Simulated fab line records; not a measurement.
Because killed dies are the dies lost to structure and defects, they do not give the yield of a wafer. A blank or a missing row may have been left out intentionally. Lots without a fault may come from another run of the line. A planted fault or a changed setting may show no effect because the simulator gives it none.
Split-lot trial    flow sky130    on a route of 708 steps: 5 lots, 23 wafers read

== THE SPLIT ==
At SKY_DNWELL_SOFTBAKE_03, the setting temp_c was moved away from the recipe's 110 C on 6 of the 23 wafers read, by -3.3% to -1.5%. All remaining wafers had this setting at the recipe value.

== FROM THE SPLIT TO THE READING: what the file shows between them, 2 steps ==
- SKY_DNWELL_EXPOSE_04: exposes mask DNM, target cd 3000 nm
- SKY_DNWELL_PEB_05

== THE READING ==
coat_of_DNWELL_COAT_02.thk_nm (the simulator's own value, which no gauge read), in nm, at SKY_DNWELL_DEVELOP_06 (develop time 60 s). The file gives no usual value for it. Here, 17 wafers ran the recipe; their average is 2996 nm with a standard deviation of 9.7 nm.

wafer   tool, chamber at the split  temp_c as run, C  against the recipe  coat_of_DNWELL_COAT_02.thk_nm, nm  against lot-mates on the recipe
L074.1  litho_track-03, 0           108.3             -1.5%               3000                               +13
L074.2  litho_track-03, 0           108.3             -1.5%               3007                               +20
L074.3  litho_track-03, 0           110               recipe              2991                               -
L074.5  litho_track-03, 0           110               recipe              2989                               -
L074.6  litho_track-03, 0           110               recipe              2981                               -
L075.1  litho_track-03, 0           110               recipe              2988                               -
L075.3  litho_track-03, 0           106.8             -2.9%               3019                               +26
L075.4  litho_track-03, 0           106.8             -2.9%               3015                               +22
L075.5  litho_track-03, 0           110               recipe              2997                               -
L075.6  litho_track-03, 0           110               recipe              2995                               -
L077.1  litho_track-01, 0           110               recipe              3008                               -
L077.2  litho_track-01, 0           110               recipe              3011                               -
L077.4  litho_track-01, 0           110               recipe              3011                               -
L077.6  litho_track-01, 0           110               recipe              3011                               -
L077.5  litho_track-01, 0           110               recipe              2998                               -
L081.1  litho_track-03, 0           110               recipe              2987                               -
L081.3  litho_track-03, 0           110               recipe              3000                               -
L081.4  litho_track-03, 0           110               recipe              2999                               -
L085.1  litho_track-03, 0           106.4             -3.3%               3015                               +28
L085.2  litho_track-03, 0           110               recipe              2981                               -
L085.3  litho_track-03, 0           106.4             -3.3%               3017                               +30
L085.4  litho_track-03, 0           110               recipe              2987                               -
L085.5  litho_track-03, 0           110               recipe              2994                               -

FIT RESULTS
A straight line over all 23 wafers: coat_of_DNWELL_COAT_02.thk_nm changes by -6.53 nm for each +1% of temp_c; r = -0.68; the points scatter about the line by 8.9 nm.
The same after taking each lot's own level away (the mean of its wafers on the recipe; 23 wafers): -8.67 nm for each +1%; r = -0.92; scatter 4.8 nm.
On that fit, the largest move of temp_c shifts the reading by 28 nm.
The lots' own levels span 2987.0 to 3007.8 nm, that is 2.1 times the standard deviation above.
So the lot-to-lot level blurs the effect unless lot-mates are compared.
Check: with one of the wafers moved furthest among these (-3.3%) left out of the fit, the line predicts +28.8 nm for it against its lot-mates. Against them it came out at +27.7 nm.

== OTHER SPLITS APPLIED TO THESE WAFERS ==
Other splits were also applied to these wafers ahead of the reading. Each is held against what the fit with the lots' levels taken away leaves over:
other split on the same wafers        wafers away from the commonest value  r with coat_of_DNWELL_COAT_02.thk_nm (lot level and that fit taken away)
SKY_FIELD_ISO_DEVELOP_12 dev_temp_c   7                                     +0.34
SKY_FIELD_ISO_OXIDATION_22 ox_time_s  15                                    +0.10

== THE WHOLE CHAIN: every reading that the file lists as answering this split, in the file's order ==
step                   what it does       reading                                                                         change (the file's fit)               r (the file's)
SKY_DNWELL_DEVELOP_06  develop time 60 s  coat_of_DNWELL_COAT_02.thk_nm (the simulator's own value, which no gauge read)  -8.85 nm for each +1% of the setting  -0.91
SKY_DNWELL_STRIP_08    strips in O2/N2    strip_time_to_endpoint_s                                                        withheld for each +1% of the setting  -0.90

== FILE'S OWN FIT ==
coat_of_DNWELL_COAT_02.thk_nm changes by -8.85 nm for each +1% of temp_c, r = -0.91.
